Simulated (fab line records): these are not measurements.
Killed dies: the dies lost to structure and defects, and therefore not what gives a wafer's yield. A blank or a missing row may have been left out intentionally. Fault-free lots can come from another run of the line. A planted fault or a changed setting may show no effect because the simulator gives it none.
Shared-tool check	flow gf180mcu	30 wafers sampled across 10 lots

== WHY IT WAS OPENED ==
Of 10 lots, 2 have the reading V2_W_RS flagged at GF_V2_RS_MEAS_24. No-fault wafers: 0.328 ohm/sq, standard deviation 0.0044.
Rule: a lot is flagged in two cases, either no wafer of it has a number, or all its wafers with numbers fall more than 4 standard deviations from that mean. The other lots count as sound.

lot	measured	on	V2_W_RS (ohm/sq), wafer by wafer	flag
L946	day 20 11:44	filmMetro-03	0.328 0.332 0.331	
L948	day 21 10:40	filmMetro-01	0.324 0.329 0.325	
L949	day 21 21:14	filmMetro-04	0.332 0.331 0.328	
L950	day 22 03:36	filmMetro-04	0.323 0.322 0.326	
L951	day 22 19:04	filmMetro-03	0.321 0.327 0.324	
L953	day 23 18:37	filmMetro-01	0.326 0.333 0.331	
L954	day 24 00:44	filmMetro-04	0.324 0.321 0.327	
L960	day 25 20:10	filmMetro-03	0.390 0.392 0.391	FLAGGED
L961	day 26 00:46	filmMetro-04	0.396 0.386 0.384	FLAGGED
L964	day 27 01:58	filmMetro-03	0.336 0.323 0.325	
The mean of the flagged lots' numbers is 0.390 ohm/sq, +0.062 ohm/sq from the usual (+14 standard deviations).

== WHICH TOOL RAN EACH LOT ==
2 process steps preceding the reading are held in the record, out of 602 steps in the route. Cell contents, in order: the tool; ch with the chambers the sampled wafers went through; the start.
lot	flag	GF_V2_STRIP_18	GF_V2_CVD_23
L946		plasmaAsher-02 ch 0,1, day 20 10:58	cvdW-02 ch 0,1, day 20 11:37
L948		plasmaAsher-01 ch 0,1, day 21 09:48	cvdW-01 ch 0,1, day 21 10:26
L949		plasmaAsher-01 ch 0,1, day 21 20:21	cvdW-02 ch 0, day 21 21:01
L950		plasmaAsher-01 ch 0,1, day 22 02:52	cvdW-01 ch 0,1, day 22 03:29
L951		plasmaAsher-04 ch 0,1, day 22 18:14	cvdW-01 ch 0,1, day 22 18:56
L953		plasmaAsher-02 ch 0,1, day 23 17:52	cvdW-02 ch 0,1, day 23 18:30
L954		plasmaAsher-02 ch 0,1, day 23 23:57	cvdW-02 ch 0,1, day 24 00:35
L960	FLAGGED	plasmaAsher-04 ch 0,1, day 25 19:24	cvdW-01 ch 0,1, day 25 20:02
L961	FLAGGED	plasmaAsher-02 ch 0,1, day 26 00:01	cvdW-01 ch 0,1, day 26 00:39
L964		plasmaAsher-02 ch 0,1, day 27 01:13	cvdW-02 ch 0,1, day 27 01:51
What the steps here do:
- GF_V2_STRIP_18: strips in O2/N2.
- GF_V2_CVD_23: deposits W, target thk 350 nm, time 104.94 s.
- GF_V2_RS_MEAS_24: measures by four-point-probe.

== FLAGGED AGAINST TOTAL, ONE TOOL AT A TIME (gauges that did the reading follow at the end) ==
step	tool	lots run	flagged	share of the flagged lots	sound lots run after its first flagged lot
GF_V2_STRIP_18	plasmaAsher-01	3	0	none	-
GF_V2_STRIP_18	plasmaAsher-02	5	1	some	1 (L964)
GF_V2_STRIP_18	plasmaAsher-04	2	1	some	0
GF_V2_CVD_23	cvdW-01	5	2	all	0
GF_V2_CVD_23	cvdW-02	5	0	none	-
GF_V2_RS_MEAS_24	filmMetro-01	2	0	none	-
GF_V2_RS_MEAS_24	filmMetro-03	4	1	some	1 (L964)
GF_V2_RS_MEAS_24	filmMetro-04	4	1	some	0

== THE TABLE: WHAT IT ALLOWS ==
Rows of the table that ran each flagged lot: 1, that is cvdW-01 at GF_V2_CVD_23.
- cvdW-01 at GF_V2_CVD_23: 2 of its 5 lots flagged. A fault beginning between L951 (day 22 18:56), its last sound lot, and L960 (day 25 20:02), its first flagged one, fits the data.
cvdW-01 at GF_V2_CVD_23 is the single tool remaining.

== WHAT HAD BEEN PUT IN BY THE SIMULATOR ==
Site profile drift: cvdW-01, from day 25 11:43 on, at GF_V2_CVD_23. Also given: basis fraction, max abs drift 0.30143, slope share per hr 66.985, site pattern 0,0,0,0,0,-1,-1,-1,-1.
Struck lots among those shown: L960, L961. The same result came from the rule above.
